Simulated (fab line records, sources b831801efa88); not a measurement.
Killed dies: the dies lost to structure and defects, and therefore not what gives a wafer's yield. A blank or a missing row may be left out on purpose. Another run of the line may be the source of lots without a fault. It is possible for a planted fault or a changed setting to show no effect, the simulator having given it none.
Comparing a struck lot with a sound one | flow sky130 | 14 out of 708 route steps
Sound: the wafers L698.2, L698.4, L698.6. The struck wafers were L689.1, L689.2, L689.3. The cause comes at the end.
Per side, at each step with rows, come the tool, then ch with its chambers, and then its first start. Under that, the readings that differ: sound wafers | struck wafers | difference of the means | sigmas: that difference in standard deviations of wafers without a fault.
alike: a reading whose means differ by less than 2 such deviations, as well as words and numbers matching on both sides. not compared: withheld readings; readings where some wafer has no value; bounds like >300 that might hide an equal value; numbers whose values overlap and for which the record gives no deviation.
Wherever a step has rows on one side only, a row that says differs or no value, or a row with sigmas, the two part there. Numbers that have no deviation but don't overlap get no sigmas and don't part them. A reading missing from all wafers of one side parts the sides only when that side holds two or more wafers.

first, 3 steps without rows for these wafers: SKY_METAL3_CLEAN_21 (cleans in IPA, time 180 s); SKY_METAL3_CLEAN_22 (cleans in O3/DIW); SKY_VIA3_HDPCVD_00 (deposits SiO2, target thk 1635 nm, time 272.5 s).
SKY_VIA3_THK_MEAS_01:
  struck on filmMetro-01, day 41 20:28; sound on filmMetro-02, day 44 11:58
  alike: VIA3_HDPCVD_THK
SKY_VIA3_CMP_02: polishes SiO2.
  sound on cmp-01 ch 1,2,3, day 44 13:38; struck on cmp-02 ch 0,1,3, day 41 20:32
  alike: headPressurePsi, motorCurrentA
SKY_VIA3_BOW_MEAS_03:
  struck on filmMetro-02, day 41 20:50; sound on filmMetro-03, day 44 13:56
  alike: VIA3_BOW
then, 6 steps without rows for these wafers: SKY_VIA3_DEHYDRATE_04 (time 60 s); SKY_VIA3_HMDS_05 (prime time 60 s); SKY_VIA3_COAT_06 (resist thk 60 nm); SKY_VIA3_COAT_07 (resist thk 450 nm); SKY_VIA3_SOFTBAKE_08 (time 90 s); SKY_VIA3_EXPOSE_09 (exposes mask VIM3, target cd 200 nm).
SKY_VIA3_PEB_10:
  sound on lithoTrack-02 ch 0, day 45 08:00; struck on lithoTrack-02, day 42 19:00
reading        | sound          | struck | difference                    | sigmas
exhaustPa (Pa) | 45.8 45.6 46.0 | - - -  | no value on the struck wafers | 
  not compared: chillPlateTempC
then, 1 step without rows for these wafers: SKY_VIA3_DEVELOP_11 (develop time 60 s).

## WHERE THEY PART
Within this record, at SKY_VIA3_PEB_10 only.

WHY: the cause the simulator had injected
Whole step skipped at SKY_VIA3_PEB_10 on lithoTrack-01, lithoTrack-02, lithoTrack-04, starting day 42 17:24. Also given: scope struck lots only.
